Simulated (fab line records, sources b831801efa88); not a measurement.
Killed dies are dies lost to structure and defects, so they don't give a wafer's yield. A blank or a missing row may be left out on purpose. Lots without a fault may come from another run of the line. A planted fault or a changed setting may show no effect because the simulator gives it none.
Which tool did it? | flow gf180mcu | 15 lots, 45 wafers sampled, at 3 steps of a route of 602

WHAT THE GAUGES READ, wafer by wafer
GF_LVPWELL_OVL_MEAS_07. Usual: LVPWELL_OVL 1.0 nm, standard deviation 1.4.
lot  | measured    | on         | LVPWELL_OVL (nm) | flag
L913 | day 4 03:24 | overlay-01 | 1.1 2.3 0.4      |
L915 | day 4 14:02 | overlay-02 | 0.1 -1.0 -0.9    |
L916 | day 4 20:09 | overlay-01 | 1.9 0.7 1.1      |
L917 | day 4 23:37 | overlay-01 | 2.1 3.1 3.3      |
L920 | day 5 19:04 | overlay-01 | 1.5 -0.4 -0.7    |
L921 | day 6 01:08 | overlay-02 | 0.8 1.7 -0.2     |
L922 | day 6 06:18 | overlay-01 | 0.1 2.4 1.8      |
L923 | day 6 09:56 | overlay-01 | 0.0 2.5 2.8      |
L927 | day 7 10:57 | overlay-01 | -0.9 -2.3 -1.3   |
L928 | day 7 13:53 | overlay-01 | 2.9 3.4 3.1      |
L929 | day 7 19:43 | overlay-02 | -2.3 0.6 0.6     |
L930 | day 8 02:11 | overlay-01 | 1.0 2.2 0.8      |
L932 | day 8 13:14 | overlay-01 | 0.4 0.2 -0.1     |
L933 | day 8 17:25 | overlay-01 | 0.4 0.9 2.2      |
L934 | day 9 00:44 | overlay-01 | 2.0 3.5 2.1      |

GF_VT_IMPLANT_RS_MEAS_48: measures by four-point-probe. Usual: LVPWELL_RS 1197.9 ohm/sq, standard deviation 2.9.
lot  | measured     | on            | LVPWELL_RS (ohm/sq)  | flag
L913 | day 7 21:13  | film_metro-02 | 1199.9 1197.0 1198.3 |
L915 | day 8 09:46  | film_metro-04 | 1198.4 1200.5 1200.7 |
L916 | day 8 17:07  | film_metro-01 | 1197.4 1196.5 1197.4 |
L917 | day 8 23:14  | film_metro-02 | 1194.3 1192.6 1195.7 |
L920 | day 9 21:55  | film_metro-01 | 1200.0 1198.4 1197.6 |
L921 | day 10 03:07 | film_metro-02 | 1196.6 1196.5 1195.3 |
L922 | day 10 10:53 | film_metro-02 | 1196.0 1197.0 1198.6 |
L923 | day 10 14:04 | film_metro-04 | 1199.2 1197.4 1198.0 |
L927 | day 11 19:55 | film_metro-04 | 1200.9 1202.1 1199.9 |
L928 | day 12 00:14 | film_metro-01 | 1192.8 1192.8 1195.6 |
L929 | day 12 07:07 | film_metro-04 | 1199.5 1197.7 1198.3 |
L930 | day 12 15:22 | film_metro-02 | 1197.6 1194.1 1195.4 |
L932 | day 13 04:34 | film_metro-02 | 1194.5 1196.5 1190.8 |
L933 | day 13 09:14 | film_metro-01 | 1201.7 1199.1 1202.5 |
L934 | day 13 17:14 | film_metro-04 | 1195.9 1196.9 1200.4 |

WHICH TOOL RAN EACH LOT (tool, then ch and the chambers of the sampled wafers, then the start)
lot  | GF_LVPWELL_STRIP_10
L913 | plasma_asher-03 ch 0,1, day 4 03:44
L915 | plasma_asher-03 ch 0,1, day 4 14:23
L916 | plasma_asher-01 ch 0,1, day 4 20:29
L917 | plasma_asher-03 ch 0,1, day 4 23:56
L920 | plasma_asher-02 ch 0,1, day 5 19:25
L921 | plasma_asher-03 ch 0,1, day 6 01:28
L922 | plasma_asher-03 ch 0,1, day 6 06:38
L923 | plasma_asher-03 ch 0,1, day 6 10:17
L927 | plasma_asher-03 ch 0,1, day 7 11:17
L928 | plasma_asher-01 ch 0, day 7 14:13
L929 | plasma_asher-01 ch 0,1, day 7 20:04
L930 | plasma_asher-01 ch 0,1, day 8 02:32
L932 | plasma_asher-02 ch 0,1, day 8 13:34
L933 | plasma_asher-03 ch 0,1, day 8 17:46
L934 | plasma_asher-03 ch 0,1, day 9 01:04
- GF_LVPWELL_STRIP_10: strips in O2/N2.

WHAT THE TOOLS THEMSELVES READ (means of the sampled wafers that have a number; where no wafer has one, the mark that the record gives instead)
GF_LVPWELL_STRIP_10. Usual: chamber_pressure_mTorr 1500.1 mTorr, standard deviation 1.4; drypump_motor_current_A 5.9 A, standard deviation 0.5; heater_power_w 332 W, standard deviation 22; oes_product_au 0.722 a.u., standard deviation 0.005; strip_time_to_endpoint_s 36.98 s, standard deviation 0.11.
lot  | tool            | chamber_pressure_mTorr (mTorr) | drypump_motor_current_A (A) | heater_power_w (W) | oes_product_au (a.u.) | strip_time_to_endpoint_s (s) | flag
L913 | plasma_asher-03 | 1500.5                         | 6.3                         | 341                | 0.724                 | 36.95                        |
L915 | plasma_asher-03 | 1500.3                         | 5.9                         | 327                | 0.722                 | 37.06                        |
L916 | plasma_asher-01 | 1500.4                         | 5.6                         | 318                | 0.726                 | 36.90                        |
L917 | plasma_asher-03 | 1499.6                         | 5.9                         | 328                | 0.722                 | 37.11                        |
L920 | plasma_asher-02 | 1501.6                         | 5.9                         | 327                | 0.721                 | 37.23                        |
L921 | plasma_asher-03 | 1499.5                         | 6.3                         | 348                | 0.718                 | 37.05                        |
L922 | plasma_asher-03 | 1500.7                         | 5.9                         | 326                | 0.717                 | 37.01                        |
L923 | plasma_asher-03 | 1500.1                         | 5.9                         | 328                | 0.724                 | 36.98                        |
L927 | plasma_asher-03 | 1499.8                         | 5.9                         | 324                | 0.719                 | 36.90                        |
L928 | plasma_asher-01 | 1501.0                         | 5.5                         | 323                | 0.721                 | 36.86                        |
L929 | plasma_asher-01 | 1500.0                         | 5.6                         | 331                | 0.724                 | 36.90                        |
L930 | plasma_asher-01 | 1499.9                         | 5.6                         | 332                | 0.714                 | 36.87                        |
L932 | plasma_asher-02 | 1499.1                         | 5.9                         | 328                | 0.721                 | 36.87                        |
L933 | plasma_asher-03 | 1499.4                         | 5.9                         | 322                | 0.723                 | 37.09                        |
L934 | plasma_asher-03 | 1500.6                         | 5.9                         | 330                | 0.728                 | 37.08                        |

THE ANSWER, worked out from the rows above alone
Rule: a lot is off if the mean of its wafers that have a number lies more than 3 standard deviations from the usual mean. A lot without any number at a reading at which 4 lots or more have one is off too. The other lots that the step has rows for count as sound. The gauges are gone through in route order, then the tools' own readings, and for those a lot's mean is taken as printed above. The first step at which some lot is off is used, and at that step the reading that is off furthest; a lot without a number counts as furthest.
No lot is off at any reading shown: from this, nothing can be told.

WHAT THE SIMULATOR HAD PUT IN
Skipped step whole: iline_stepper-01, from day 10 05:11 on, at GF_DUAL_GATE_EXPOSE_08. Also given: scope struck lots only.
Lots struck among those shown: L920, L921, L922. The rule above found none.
